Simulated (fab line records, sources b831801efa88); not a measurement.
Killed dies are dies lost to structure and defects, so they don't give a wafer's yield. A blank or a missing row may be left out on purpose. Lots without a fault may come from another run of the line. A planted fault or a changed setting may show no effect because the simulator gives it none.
A struck lot beside a sound one | flow sky130 | 34 steps out of a route of 708
Sound: wafers L925.1, L925.2, L925.4. Struck: wafers L938.2, L938.3, L938.4. The cause comes at the end.
At each step with rows: each side's tool, then ch and its chambers, then its first start. Under that, the readings that differ: sound wafers | struck wafers | difference of the means | sigmas: that difference in standard deviations of wafers without a fault.
alike: readings whose means differ by less than 2 such deviations, and words and numbers that are the same on both sides. not compared: withheld readings, readings that some wafer has no value for, bounds like >300 that may hide the same value, and numbers for which the record gives no deviation and whose values overlap.
The two part at a step that has a row with sigmas, a row that says differs or no value, or rows on one side only. Numbers that don't overlap but have no deviation are shown without sigmas and don't part them. A reading that every wafer of one side lacks parts them only if that side has two wafers or more.

first, 9 steps without rows for these wafers: SKY_VIA2_DEHYDRATE_04 (time 60 s); SKY_VIA2_HMDS_05 (prime time 60 s); SKY_VIA2_COAT_06 (resist thk 60 nm); SKY_VIA2_COAT_07 (resist thk 450 nm); SKY_VIA2_SOFTBAKE_08 (time 90 s); SKY_VIA2_EXPOSE_09 (exposes mask VIM2, target cd 200 nm); SKY_VIA2_PEB_10; SKY_VIA2_DEVELOP_11 (develop time 60 s); SKY_VIA2_ETCH_14 (etches BARC in N2/H2, stops on SiO2, time 45.9 s, target depth 60 nm).
SKY_VIA2_ETCH_15: etches SiO2 in C4F8/O2/Ar, stops on TiN, target depth 546 nm, time 84 s.
  sound on rie_diel-03 ch 0,1,3, day 36 11:52; struck on rie_diel-03 ch 0,1,3, day 40 16:11
  alike: oes_product_au
  not compared: rf_hours_counter_h
then, 23 steps without rows for these wafers: SKY_VIA2_STRIP_16 (strips in O2/N2); SKY_VIA2_STRIP_17 (strips in post etch residue remover, time 1200 s); SKY_VIA2_CLEAN_18 (cleans in IPA, time 180 s); SKY_VIA2_CLEAN_19 (cleans in O3/DIW); SKY_VIA2_SPUTTER_20 (material TiN, target thk 20 nm, time 80 s); SKY_VIA2_CVD_21 (deposits W, target thk 420 nm, time 126.4 s); SKY_VIA2_CMP_24 (polishes, stops on SiO2, t overpolish 20 s, target thk 0 nm); SKY_METAL3_SPUTTER_00 (material Ti, target thk 15 nm, time 10 s); SKY_METAL3_SPUTTER_01 (material TiN, target thk 20 nm, time 16.7 s); SKY_METAL3_SPUTTER_02 (material AlCu, target thk 735 nm, time 39.1 s); SKY_METAL3_SPUTTER_03 (material Ti, target thk 5 nm, time 3.3 s); SKY_METAL3_SPUTTER_04 (material TiN, target thk 70 nm, time 58.3 s); SKY_CAPM_CVD_00 (deposits SiO2, target thk 15.5 nm); SKY_CAPM_SPUTTER_02 (material TiN, target thk 200 nm, time 166.7 s); SKY_CAPM_DEHYDRATE_05 (time 60 s); SKY_CAPM_HMDS_06 (prime time 60 s); SKY_CAPM_COAT_07 (resist thk 1140 nm); SKY_CAPM_SOFTBAKE_08 (time 60 s); SKY_CAPM_EXPOSE_09 (exposes mask CAPM, target cd 1000 nm); SKY_CAPM_PEB_10; SKY_CAPM_DEVELOP_11 (develop time 60 s); SKY_CAPM_METAL_ETCH_13 (etches TiN in Cl2/BCl3, stops on SiO2, target depth 220 nm, time 62.9 s); SKY_CAPM_STRIP_14 (strips in O2/N2).
-- the record jumps here: 9 days lie between the struck wafers' starts before and after (it left off in module CAPM and takes up again in module PAD_OPEN, whose first step shown is number 708 of the route) --
SKY_PAD_OPEN_PROBE_99:
  sound on prober-02, day 45 22:47; struck on prober-01, day 49 05:03
  reading                               | sound               | struck            | difference | sigmas
  defect_limited_yield (%)              | 86.0 83.1 86.4      | 73.4 71.7 76.8    | -11.2      | -6
  killed_at_M0_to_M3                    | 32 52 36            | 94 97 75          | +49        | +8
  killed_dies                           | 69 83 67            | 131 139 114       | +55        | +6
  sort_bin_3_pad_short (%)              | 0.2 1.4 0.4         | 5.3 4.5 3.7       | +3.8       | +9
  sort_bin_5_function (%)               | 8.3 9.8 7.1         | 13.8 15.9 14.0    | +6.2       | +4
  sort_n_pass                           | 423 409 425         | 361 353 378       | -55        | -6
  sort_yield_pct (%)                    | 86.0 83.1 86.4      | 73.4 71.7 76.8    | -11.2      | -6
  model.etest.tester.sort_n_pass        | 423 409 425         | 361 353 378       | -55        |
  model.etest.tester.sort_yield_pct (%) | 85.98 83.13 86.38   | 73.37 71.75 76.83 | -11.18     |
  model.etest.tester.sort_bin_5_pct (%) | 8.333 9.756 7.114   | 13.82 15.85 14.02 | +6.16      |
  model.etest.tester.sort_bin_3_pct (%) | 0.2033 1.423 0.4065 | 5.285 4.472 3.659 | +3.794     |
  alike: killed_at_M4_up, killed_at_contacts, killed_at_front_end, killed_at_other, killed_open, killed_short, sort_bin_6_memory

WHERE THEY PART
Only at SKY_PAD_OPEN_PROBE_99, within this record.

WHY: what the simulator had put in
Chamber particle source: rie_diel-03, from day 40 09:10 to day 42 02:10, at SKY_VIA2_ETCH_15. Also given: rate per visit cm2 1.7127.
